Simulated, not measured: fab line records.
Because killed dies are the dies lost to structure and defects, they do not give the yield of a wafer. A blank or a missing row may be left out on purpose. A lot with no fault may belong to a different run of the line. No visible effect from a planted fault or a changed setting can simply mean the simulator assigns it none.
A lot that was struck, set against a sound lot + flow sky130 + 18 steps out of a route of 708
Sound: the wafers L904.1, L904.3, L904.4. Wafers struck: L912.2, L912.3, L912.5. Last of all comes the cause.
Order at every step that has rows: each side's tool, ch and its chambers, its first start. Under that, the readings that differ: sound wafers + struck wafers + difference of the means + sigmas: that difference in standard deviations of wafers without a fault.
alike: readings whose means differ by less than 2 such deviations, and words and numbers that are the same on both sides. not compared: withheld readings, readings that some wafer has no value for, bounds like >300 that may hide the same value, and numbers for which the record gives no deviation and whose values overlap.
The two part at a step that has a row with sigmas, a row that says differs or no value, or rows on one side only. Numbers that don't overlap but have no deviation are shown without sigmas and don't part them. A reading missing from all wafers of one side parts the sides only when that side holds two or more wafers.

first, 1 step without rows for these wafers: SKY_SD_P_DEVELOP_06 (develop time 60 s).
SKY_SD_P_CD_MEAS_07 targets a cd of 380 nm.
  struck on cd-sem-02, day 29 09:52; sound on cd-sem-02, day 27 15:38
  alike: cd-nm
SKY_SD_P_OVL_MEAS_08:
  struck on overlay-01, day 29 09:58; sound on overlay-02, day 27 15:45
  alike: SD_P_OVL
then, 1 step without rows for these wafers: SKY_SD_P_IMPLANT_09.
SKY_SD_P_STRIP_10: strips in O2/N2.
  sound on plasma-asher-04 ch 0,1, day 27 15:56; struck on plasma-asher-04 ch 0,1, day 29 10:08
  alike: chamber-pressure-mTorr, drypump-motor-current-A, oes-product-au, strip-time-to-endpoint-s
  not compared: rf-hours-counter-h
SKY_SD_P_TW_MEAS_11:
  struck on film-metro-02, day 29 10:15; sound on film-metro-04, day 27 16:02
  alike: SD_P_TW
then, 6 steps without rows for these wafers: SKY_RES_XHIGH_DEHYDRATE_00 (time 60 s); SKY_RES_XHIGH_HMDS_01 (prime time 60 s); SKY_RES_XHIGH_COAT_02 (resist thk 1140 nm); SKY_RES_XHIGH_SOFTBAKE_03 (time 60 s); SKY_RES_XHIGH_EXPOSE_04 (exposes mask URPM, target cd 1270 nm); SKY_RES_XHIGH_PEB_05.
SKY_RES_XHIGH_DEVELOP_06: develop time 60 s.
  sound on litho-track-04 ch 0, day 28 20:13; struck on litho-track-02 ch 0, day 30 13:22
then, 1 step without rows for these wafers: SKY_RES_XHIGH_IMPLANT_07.
SKY_RES_XHIGH_STRIP_08: strips in O2/N2.
  sound on plasma-asher-02 ch 0,1, day 28 20:31; struck on plasma-asher-03 ch 0,1, day 30 13:38
  alike: chamber-pressure-mTorr, drypump-motor-current-A, oes-product-au, strip-time-to-endpoint-s
  not compared: rf-hours-counter-h
SKY_RES_XHIGH_TW_MEAS_09:
  struck on film-metro-04, day 30 13:45; sound on film-metro-02, day 28 20:37
| reading      | sound          | struck   | difference | sigmas      |
|--------------|----------------|----------|------------|-------------|
| RES_XHIGH_TW | 1648 1654 1656 | 30 30 30 | -1623      | -99 or more |
then, 1 step without rows for these wafers: SKY_SD_N_DEHYDRATE_00 (time 60 s).
-- record jumps: 18 days separate the struck wafers' starts on either side; left off in module SD_N, taken up again in module PAD_OPEN, whose first shown step is the route's number 708 --
SKY_PAD_OPEN_PROBE_99:
  struck on prober-02, day 48 12:42; sound on prober-02, day 47 05:01
| reading                       | sound    | struck      | difference | sigmas      |
|-------------------------------|----------|-------------|------------|-------------|
| killed-at-front-end           | 13 13 8  | 19 26 29    | +13        | +3          |
| killed-at-other               | 0 0 0    | 408 388 392 | +396       | +99 or more |
| killed-dies                   | 72 82 79 | 492 492 492 | +414       | +41         |
| killed-on-rim                 | 17 15 13 | 96 96 96    | +81        | +23         |
| model.etest.res-xhigh-po.open | 0 0 0    | 1 1 1       | +1         |             |
  alike: killed_at_M0_to_M3, killed_at_M4_up, killed-at-contacts, killed-open, killed-short

== WHERE THEY PART ==
At SKY_RES_XHIGH_TW_MEAS_09 first; at SKY_PAD_OPEN_PROBE_99 last (within this record only).

WHY: whatever the simulator had introduced
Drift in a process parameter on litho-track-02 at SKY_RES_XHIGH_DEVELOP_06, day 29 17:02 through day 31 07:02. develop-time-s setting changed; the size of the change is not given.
